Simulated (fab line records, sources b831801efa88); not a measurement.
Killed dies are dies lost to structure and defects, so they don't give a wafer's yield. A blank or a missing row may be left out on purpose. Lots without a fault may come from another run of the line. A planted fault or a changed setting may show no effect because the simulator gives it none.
fab line records | flow sfq_line
record lots=7 wafers=19 last_day=92
route steps=325 shown L0V@20 M0@28
lots that met no fault: from a run of the same line without faults
start_h: hours from the record's first day to the start of the lot's first wafer shown | wait_h: hours since the lot's step before | " the same as in the row above | L1.1+2: a row that stands for several wafers | - no value, or no start given | * or withheld: withheld | < > ~ a bound
route shown NAME@n: a module of which the file shows steps, and the number in the route of the first | usual: mean/standard deviation of fault-free wafers | same: alike in all rows | chamber/n: place in a boat | sites: the reading at each site | _std_site: their standard deviation | _edge_site: outer sites' mean less inner sites' | radius_mm: how far each site lies from the wafer's centre | mask NAME#n: copy n | behind: the tool/chamber that last shaped the wafer | hold: why the lot was held/for how many hours/how that ended | device: the transistor (n, p or np) that didn't switch | end of line: the same wafers' tests at the end of the route | a step without rows: its recipe alone | killed: dies lost to structure and defects at the first sort, not the wafer's yield | map: a wafer's dies, x killed, . not, _ none there
set.NAME: the setting as run; set.NAME@STEP: as run at that earlier step | model.NAME: the simulator's own value behind a step, which no gauge read
lots at some steps of the route; a table a step, a row a wafer
services: from which hour (start_h, from the record's first day; less than 0 if before it) a tool's chamber was out of use, for how many hours, and why
## steps
# step SFQ_TRILAYER_L0_VIA_LITHO_EXPOSE_014
# recipe mask_id=L0V na=0.6 source_shape=conventional sigma_outer=0.65 target_cd_nm=700 dose_mj=21.3
# step SFQ_TRILAYER_L0_VIA_LITHO_PEB_016
# recipe peb_temp_c=115 peb_time_s=60 resist=KrF
# step SFQ_TRILAYER_L0_VIA_LITHO_DEVELOP_015
# recipe time_s=60 resist=KrF
# step SFQ_L0V_OVL_MEAS_903
# usual L0V_OVL=-1/6.7
# columns lot.wafer tool chamber start_h wait_h L0V_OVL[nm]
L604.1 overlay-01 - 93.73 0.1 -5
L604.3 " - " " -1
L604.4 " - " " 0
L606.2 overlay-01 - 100.02 0.1 -4
L606.3 " - " " -13
L606.6 " - " " -5
L608.1 overlay-01 - 106.01 0.1 8
L608.2 " - " " 11
L608.3 " - " " 8
L616.2 overlay-02 - 143.32 0.1 4
L616.4 " - " " 3
L617.2 overlay-01 - 149.32 0.1 -9
L617.6 " - " " 2
L619.3 overlay-01 - 158.93 0.1 10
L619.4 " - " " 8
L619.6 " - " " 5
L627.1 overlay-01 - 210.81 0.1 -7
L627.4 " - " " -6
L627.6 " - " " -2
# step SFQ_TRILAYER_L0_VIA_BARC_OPEN_VIA_ETCH_021
# recipe mask_material=PR chemistry=O2 target_depth_nm=125 target=BARC source_w=500 bias_w=80 pressure_mtorr=30 time_s=41.7
# usual drypump_motor_current_A=5.8/0.34 oes_product_au=0.685/0.0045 rf_fwd_power_W=495.4/2.2
# columns lot.wafer tool chamber start_h wait_h drypump_motor_current_A oes_product_au rf_fwd_power_W rf_hours_counter_h
L604.1 rie_diel-02 2 93.77 0.0 6.1 0.688 492.7 31
L604.3 " 3 " " 5.6 0.684 497.5 1
L604.4 " 1 " " 5.6 0.690 496.7 10
L606.2 rie_diel-02 2 100.05 0.0 6.0 0.691 492.5 32
L606.3 " 3 " " 5.6 0.681 499.3 1
L606.6 " 1 " " 5.6 0.694 498.0 -
L608.1 rie_diel-04 1 106.05 0.0 5.3 0.678 492.7 91
L608.2 " 0 " " 5.9 0.682 494.7 139
L608.3 " 2 " " 5.6 0.678 496.5 109
L616.2 rie_diel-02 2 143.35 0.0 6.0 0.688 492.1 32
L616.4 " 1 " " 5.6 0.682 496.1 11
L617.2 rie_diel-04 3 149.35 0.0 5.5 0.680 498.0 109
L617.6 " 3 " " 5.6 0.686 495.9 -
L619.3 rie_diel-03 3 158.95 0.0 5.6 0.687 496.3 72
L619.4 " 0 " " 5.3 0.685 496.0 146
L619.6 " 3 " " 5.6 0.676 496.1 -
L627.1 rie_diel-04 0 210.84 0.0 5.9 0.682 494.0 141
L627.4 " 3 " " 5.6 0.683 496.8 109
L627.6 " 0 " " 5.9 0.681 495.1 -
# step SFQ_TRILAYER_L0_VIA_ETCH_VIA_ETCH_016
# recipe target=SiO2 stop_on=MoNx_KI mask_material=PR chemistry=CHF3 target_depth_nm=80 source_w=500 bias_w=80 pressure_mtorr=30 time_s=withheld
# usual drypump_motor_current_A=5.8/0.34 oes_product_au=0.843/0.007 rf_fwd_power_W=495.6/1.9
# columns lot.wafer tool chamber start_h wait_h drypump_motor_current_A oes_product_au rf_fwd_power_W
L604.1 rie_diel-02 2 93.81 0.0 6.1 0.844 494.7
L604.3 " 3 " " 5.6 0.843 496.6
L604.4 " 1 " " 5.6 0.853 498.9
L606.2 rie_diel-02 2 100.09 0.0 6.1 0.846 494.0
L606.3 " 3 " " 5.6 0.833 495.5
L606.6 " 1 " " 5.6 0.842 501.4
L608.1 rie_diel-04 1 106.09 0.0 5.3 0.838 495.9
L608.2 " 0 " " 5.9 0.841 493.5
L608.3 " 2 " " 5.6 0.836 495.2
L616.2 rie_diel-02 2 143.39 0.0 6.1 0.837 496.4
L616.4 " 1 " " 5.6 0.840 496.6
L617.2 rie_diel-04 3 149.39 0.0 5.6 0.843 494.8
L617.6 " 3 " " 5.6 0.852 493.6
L619.3 rie_diel-03 3 158.99 0.0 5.6 0.833 494.7
L619.4 " 0 " " 5.3 0.847 496.6
L619.6 " 3 " " 5.6 0.849 494.5
L627.1 rie_diel-04 0 210.88 0.0 5.9 0.831 494.3
L627.4 " 3 " " 5.6 0.849 496.7
L627.6 " 0 " " 5.9 0.837 495.9
# step SFQ_TRILAYER_L0_VIA_STRIP_STRIP_017
# recipe gas=O2 power_w=200 platen_temp_c=40 overash_fraction=0.65 chemistry=O2 pressure_mtorr=50
# usual drypump_motor_current_A=5.75/0.28 oes_product_au=0.996/0.0078
# columns lot.wafer tool chamber start_h wait_h drypump_motor_current_A oes_product_au rf_hours_counter_h
L604.1 rie_metal-01 1 93.85 - 5.42 0.999 188
L604.3 " 0 " " 5.52 1.008 -
L604.4 " 1 " " 5.43 1.000 -
L606.2 rie_metal-02 1 100.14 - 6.33 0.999 173
L606.3 " 0 " " 5.47 0.996 -
L606.6 " 1 " " 6.30 0.996 -
L608.1 rie_metal-02 1 106.14 - 6.28 0.990 175
L608.2 " 0 " " 5.47 0.997 97
L608.3 " 1 " " 6.30 1.000 -
L616.2 rie_metal-01 0 143.44 - 5.52 1.003 18
L616.4 " 1 " " 5.44 0.990 -
L617.2 rie_metal-02 1 149.44 - 6.30 0.992 184
L617.6 " 1 " " 6.29 1.000 -
L619.3 rie_metal-02 0 159.24 - 5.47 0.980 -
L619.4 " 1 " " 6.32 1.005 -
L619.6 " 0 " " 5.45 0.987 -
L627.1 rie_metal-03 0 210.93 - 5.91 0.986 12
L627.4 " 1 " " 5.75 1.004 -
L627.6 " 0 " " 5.93 0.995 -
# step SFQ_TRILAYER_L0_VIA_STRIP_SOLV_CLEAN_018
# recipe chemistry=NMP temp_c=70 time_s=600
# step SFQ_TRILAYER_M0_DEP_PRE_CLEAN_020
# recipe gas=Ar time_s=15 bias_v=250
# step SFQ_TRILAYER_M0_DEP_SPUTTER_019
# recipe material=Nb base_pressure_pa=1.33e-06 chamber_pressure_pa=0.1333 substrate_temp_c=20 resputter_cathode_voltage_v=400 target_thk_nm=200 power_w=2000 time_s=133.3
# usual throttle_valve_pct=30.0/1.1
# columns lot.wafer tool chamber start_h wait_h throttle_valve_pct
L604.1 pvd_sputter-05 - 94.65 0.0 30.9
L604.3 " - " " 28.3
L604.4 " - " " 30.9
L606.2 pvd_sputter-05 - 100.94 0.0 28.1
L606.3 " - " " 29.9
L606.6 " - " " 28.1
L608.1 pvd_sputter-03 - 106.95 0.0 29.9
L608.2 " - " " 28.9
L608.3 " - " " 30.7
L616.2 pvd_sputter-05 - 144.24 0.0 31.2
L616.4 " - " " 30.5
L617.2 pvd_sputter-06 - 150.25 0.0 31.0
L617.6 " - " " 29.1
L619.3 pvd_sputter-03 - 159.84 0.0 28.8
L619.4 " - " " 29.6
L619.6 " - " " 28.7
L627.1 pvd_sputter-05 - 211.73 0.0 30.3
L627.4 " - " " 31.3
L627.6 " - " " 31.1
# step SFQ_M0_RS_MEAS_904
# recipe thk_meas_gauge=four-point-probe reads=Nb_of_TRILAYER_M0_DEP_SPUTTER_019
# usual M0_NB_RS=0.893/0.01
# columns lot.wafer tool chamber start_h wait_h M0_NB_RS[ohm/sq]
L604.1 film_metro-01 - 94.74 0.0 0.910
L604.3 " - " " 0.900
L604.4 " - " " 0.893
L606.2 film_metro-02 - 101.05 0.1 0.884
L606.3 " - " " 0.897
L606.6 " - " " 0.884
L608.1 film_metro-01 - 107.04 0.0 0.887
L608.2 " - " " 0.899
L608.3 " - " " 0.898
L616.2 film_metro-03 - 144.35 0.1 0.888
L616.4 " - " " 0.896
L617.2 film_metro-03 - 150.36 0.1 0.899
L617.6 " - " " 0.889
L619.3 film_metro-01 - 159.97 0.1 0.902
L619.4 " - " " 0.887
L619.6 " - " " 0.893
L627.1 film_metro-02 - 211.82 0.0 0.899
L627.4 " - " " 0.876
L627.6 " - " " 0.883
# step SFQ_TRILAYER_M0_LITHO_COAT_026
# recipe resist=BARC spin_rpm=3000 resist_thk_nm=62
# columns lot.wafer tool chamber start_h wait_h model.BARC_of_TRILAYER_M0_LITHO_COAT_026.thk_nm
L604.1+4 litho_track-03 0 94.92 0.1 61.76
L604.3 " 0 " " 61.8
L606.2 litho_track-04 0 101.26 0.1 62.4
L606.3+6 " 0 " " 62.35
L608.1 litho_track-03 0 107.22 0.1 61.77
L608.2 " 0 " " 61.87
L608.3 " 0 " " 62.04
L616.2 litho_track-04 0 144.56 0.1 61.94
L616.4 " 0 " " 43.92
L617.2 litho_track-04 0 150.57 0.1 62.13
L617.6 " 0 " " 43.78
L619.3 litho_track-04 0 160.21 0.1 61.86
L619.4 " 0 " " 43.74
L619.6 " 0 " " 43.78
L627.1 litho_track-01 0 212.26 0.3 62.06
L627.4 " 0 " " 62.14
L627.6 " 0 " " 62.12
# step SFQ_TRILAYER_M0_LITHO_COAT_021
# recipe resist=KrF spin_rpm=3000 resist_thk_nm=600
# step SFQ_TRILAYER_M0_LITHO_SOFTBAKE_025
# recipe temp_c=withheld time_s=withheld resist=KrF
# step SFQ_TRILAYER_M0_LITHO_EXPOSE_022
# recipe mask_id=M0 na=0.6 source_shape=conventional sigma_outer=0.65 target_cd_nm=500 dose_mj=14.4
# step SFQ_TRILAYER_M0_LITHO_PEB_024
# recipe peb_temp_c=115 peb_time_s=60 resist=KrF
# step SFQ_TRILAYER_M0_LITHO_DEVELOP_023
# recipe time_s=60 resist=KrF
# step SFQ_M0_OVL_MEAS_906
# usual M0_OVL=-1/5.3
# columns lot.wafer tool chamber start_h wait_h M0_OVL[nm]
L604.1 overlay-01 - 130.11 0.1 -5
L604.3 " - " " -6
L604.4 " - " " 4
L606.2 overlay-02 - 134.92 0.1 -3
L606.3 " - " " 3
L606.6 " - " " -3
L608.1 overlay-01 - 140.91 0.1 0
L608.2 " - " " -4
L608.3 " - " " -2
L616.2 overlay-02 - 179.29 0.1 -12
L616.4 " - " " -16
L617.2 overlay-01 - 184.09 0.1 0
L617.6 " - " " 2
L619.3 overlay-02 - 208.42 0.1 0
L619.4 " - " " 3
L619.6 " - " " 5
L627.1 overlay-02 - 251.16 0.1 -6
L627.4 " - " " 3
L627.6 " - " " 1
# step SFQ_TRILAYER_M0_BARC_OPEN_METAL_ETCH_031
# recipe mask_material=PR chemistry=O2 target_depth_nm=125 target=BARC icp_w=600 bias_w=80 pressure_mtorr=10 time_s=41.7
# usual drypump_motor_current_A=5.90/0.28 oes_product_au=0.686/0.0044 rf_fwd_power_W=593.4/1.7
# columns lot.wafer tool chamber start_h wait_h drypump_motor_current_A oes_product_au rf_fwd_power_W rf_hours_counter_h model.etch.depth_nm
L604.1 rie_metal-02 1 130.15 0.0 6.30 0.685 594.3 179 61.76
L604.3 " 0 " " 5.47 0.683 589.8 - 61.8
L604.4 " 1 " " 6.28 0.684 594.3 - 61.76
L606.2 rie_metal-04 1 134.95 0.0 6.14 0.686 595.3 131 62.4
L606.3 " 0 " " 5.77 0.682 595.6 - 62.35
L606.6 " 1 " " 6.18 0.679 595.1 - 62.35
L608.1 rie_metal-02 0 140.95 0.0 5.47 0.689 593.6 104 61.77
L608.2 " 1 " " 6.29 0.685 593.9 182 61.87
L608.3 " 0 " " 5.47 0.682 595.4 - 62.04
L616.2 rie_metal-03 0 179.32 0.0 5.88 0.685 592.4 8 61.94
L616.4 " 1 " " 5.75 0.602 593.2 - 43.92
L617.2 rie_metal-03 1 184.12 0.0 5.73 0.685 594.6 153 62.13
L617.6 " 1 " " 5.75 0.586 593.6 - 43.78
L619.3 rie_metal-03 1 208.46 0.0 5.72 0.682 590.6 - 61.86
L619.4 " 0 " " 5.91 0.594 592.4 - 43.74
L619.6 " 0 " " 5.90 0.597 593.7 - 43.78
L627.1 rie_metal-04 1 251.19 0.0 6.19 0.681 591.6 158 62.06
L627.4 " 1 " " 6.16 0.690 590.1 - 62.14
L627.6 " 0 " " 5.78 0.687 593.0 - 62.12
# step SFQ_TRILAYER_M0_ETCH_METAL_ETCH_024
# recipe target=Nb stop_on=SiO2 mask_material=PR chemistry=Cl2/Ar target_depth_nm=240 icp_w=600 bias_w=80 pressure_mtorr=10 time_s=120
# usual drypump_motor_current_A=5.89/0.28 oes_product_au=0.892/0.0068 rf_fwd_power_W=597.1/1.7
# columns lot.wafer tool chamber start_h wait_h drypump_motor_current_A oes_product_au rf_fwd_power_W rf_hours_counter_h
L604.1 rie_metal-02 1 130.21 0.0 6.29 0.876 598.4 179
L604.3 " 0 " " 5.48 0.888 593.8 -
L604.4 " 1 " " 6.30 0.888 598.5 -
L606.2 rie_metal-04 1 135.01 0.0 6.16 0.895 598.8 131
L606.3 " 0 " " 5.76 0.897 598.9 -
L606.6 " 1 " " 6.15 0.903 597.8 -
L608.1 rie_metal-02 0 141.01 0.0 5.46 0.887 594.3 104
L608.2 " 1 " " 6.30 0.881 595.8 182
L608.3 " 0 " " 5.46 0.889 598.7 -
L616.2 rie_metal-03 0 179.38 0.0 5.88 0.891 598.3 8
L616.4 " 1 " " 5.75 0.888 595.2 -
L617.2 rie_metal-03 1 184.18 0.0 5.72 0.887 597.3 153
L617.6 " 1 " " 5.73 0.892 594.7 -
L619.3 rie_metal-03 1 208.54 0.1 5.76 0.893 598.7 -
L619.4 " 0 " " 5.92 0.890 596.7 -
L619.6 " 0 " " 5.91 0.894 598.5 -
L627.1 rie_metal-04 1 251.25 0.0 6.12 0.895 595.2 158
L627.4 " 1 " " 6.17 0.908 596.7 -
L627.6 " 0 " " 5.76 0.898 599.9 -
## services
# columns tool chamber start_h hours kind
rie_metal-02 - 74.25 1.4 pm
rie_metal-04 - 82.32 2.8 pm
pvd_sputter-05 - 90.04 2.2 repair
rie_diel-04 3 95.21 13.0 repair
rie_metal-03 - 107.02 0.4 repair
rie_metal-01 0 113.52 6.9 repair
rie_diel-03 0 118.95 10.3 repair
rie_diel-02 1 120.78 6.7 repair
rie_metal-04 0 128.13 6.3 repair
pvd_sputter-06 - 131.35 2.4 repair
rie_metal-04 - 139.01 0.4 repair
rie_metal-01 - 170.67 14.6 pm
rie_diel-02 3 171.54 5.0 repair
pvd_sputter-05 - 174.04 0.8 repair
rie_metal-02 - 176.28 0.6 repair
rie_diel-02 1 186.74 7.9 repair
rie_metal-01 - 207.77 0.4 repair
rie_diel-04 2 216.15 6.6 repair
rie_diel-02 2 232.11 8.4 repair
pvd_sputter-05 - 232.17 2.6 repair
pvd_sputter-03 - 236.90 0.8 repair
rie_diel-04 1 237.44 4.2 repair
rie_metal-02 1 238.73 - clean
rie_metal-02 1 238.73 27.1 scheduled_down
## key
first_sign step=SFQ_TRILAYER_M0_BARC_OPEN_METAL_ETCH_031 reading=oes_product_au direction=down sigmas=20 usual=0.686 struck=0.595
effect none on later readings
model_effect step=SFQ_TRILAYER_M0_LITHO_COAT_026 value=BARC_of_TRILAYER_M0_LITHO_COAT_026.thk_nm without=61.96 struck=43.81
model_effect step=SFQ_TRILAYER_M0_BARC_OPEN_METAL_ETCH_031 value=etch.depth_nm without=61.96 struck=43.81
met_at SFQ_TRILAYER_M0_LITHO_COAT_026
struck_wafers L616.4,L617.6,L619.4,L619.6
onset_between 101.26 144.56
fault kind=process_parameter_drift tool=litho_track-04 chamber=- onset_h=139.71 steps=SFQ_TRILAYER_M0_LITHO_COAT_026 channel=resist_thk_nm offset=-18.164 shape=step end_h=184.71 scope=struck_wafers_only acts_in=these_recipes_only stated=62
